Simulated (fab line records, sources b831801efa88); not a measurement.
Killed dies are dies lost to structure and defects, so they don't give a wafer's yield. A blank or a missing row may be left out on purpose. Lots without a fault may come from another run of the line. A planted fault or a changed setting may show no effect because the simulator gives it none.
Which tool did it? | flow gf180mcu | 6 lots, 18 wafers sampled, at 3 steps of a route of 602

WHAT THE GAUGES READ, wafer by wafer
GF_V4_THK_MEAS_01.
lot  | measured     | on            | V4_CVD_00_THK (nm)
L968 | day 24 04:28 | film_metro-01 | 601 611 604
L971 | day 25 09:16 | film_metro-01 | 608 595 599
L975 | day 26 10:48 | film_metro-01 | 603 608 596
L978 | day 27 17:19 | film_metro-04 | 599 595 606
L984 | day 29 09:52 | film_metro-02 | 603 505 603
L988 | day 30 12:03 | film_metro-01 | 608 611 605

WHICH TOOL RAN EACH LOT (tool, then ch and the chambers of the sampled wafers, then the start)
lot  | GF_M3_SPUTTER_00             | GF_V4_CVD_00
L968 | pvd_sputter-01, day 21 02:17 | hdpcvd-01 ch 1,2, day 24 04:21
L971 | pvd_sputter-01, day 22 10:07 | hdpcvd-02 ch 0,2, day 25 09:11
L975 | pvd_sputter-01, day 23 13:55 | hdpcvd-02 ch 1,2, day 26 10:44
L978 | pvd_sputter-01, day 24 22:13 | hdpcvd-01 ch 0,1,2, day 27 17:14
L984 | pvd_sputter-01, day 26 19:37 | hdpcvd-01 ch 0,1,2, day 29 09:46
L988 | pvd_sputter-04, day 27 22:12 | hdpcvd-02 ch 0,1,2, day 30 11:59
- GF_M3_SPUTTER_00: material Ti, target thk 37.5 nm, time 150 s.
- GF_V4_CVD_00: deposits SiO2, target thk 600 nm, time 100 s.

THE ANSWER, worked out from the rows above alone
Rule: what is usual is taken from the lots themselves. Put in order of their means at a reading, lots are off if they are a third of the lots or fewer, leave a main group of 4 or more, and stand apart from it by a gap of 3 or more times the standard deviation of the main group's means; of several such gaps the widest counts. A main group whose means are all the same, to the digits that the tables above print for the reading, isn't used. A lot without any number at a reading at which 4 lots or more have one is off too. The other lots that the step has rows for count as sound.
Off: L984, at GF_V4_THK_MEAS_01 (V4_CVD_00_THK). The main group: mean 603 nm, standard deviation 3.
A tool fits if, at a process step before that reading, it ran every lot that is off, and no sound lot after the first of them. The gauges at GF_V4_THK_MEAS_01 are tried like those tools. Can't be told from this: 3 tools fit, pvd_sputter-01 at GF_M3_SPUTTER_00, hdpcvd-01 at GF_V4_CVD_00, film_metro-02 at GF_V4_THK_MEAS_01.

WHAT THE SIMULATOR HAD PUT IN
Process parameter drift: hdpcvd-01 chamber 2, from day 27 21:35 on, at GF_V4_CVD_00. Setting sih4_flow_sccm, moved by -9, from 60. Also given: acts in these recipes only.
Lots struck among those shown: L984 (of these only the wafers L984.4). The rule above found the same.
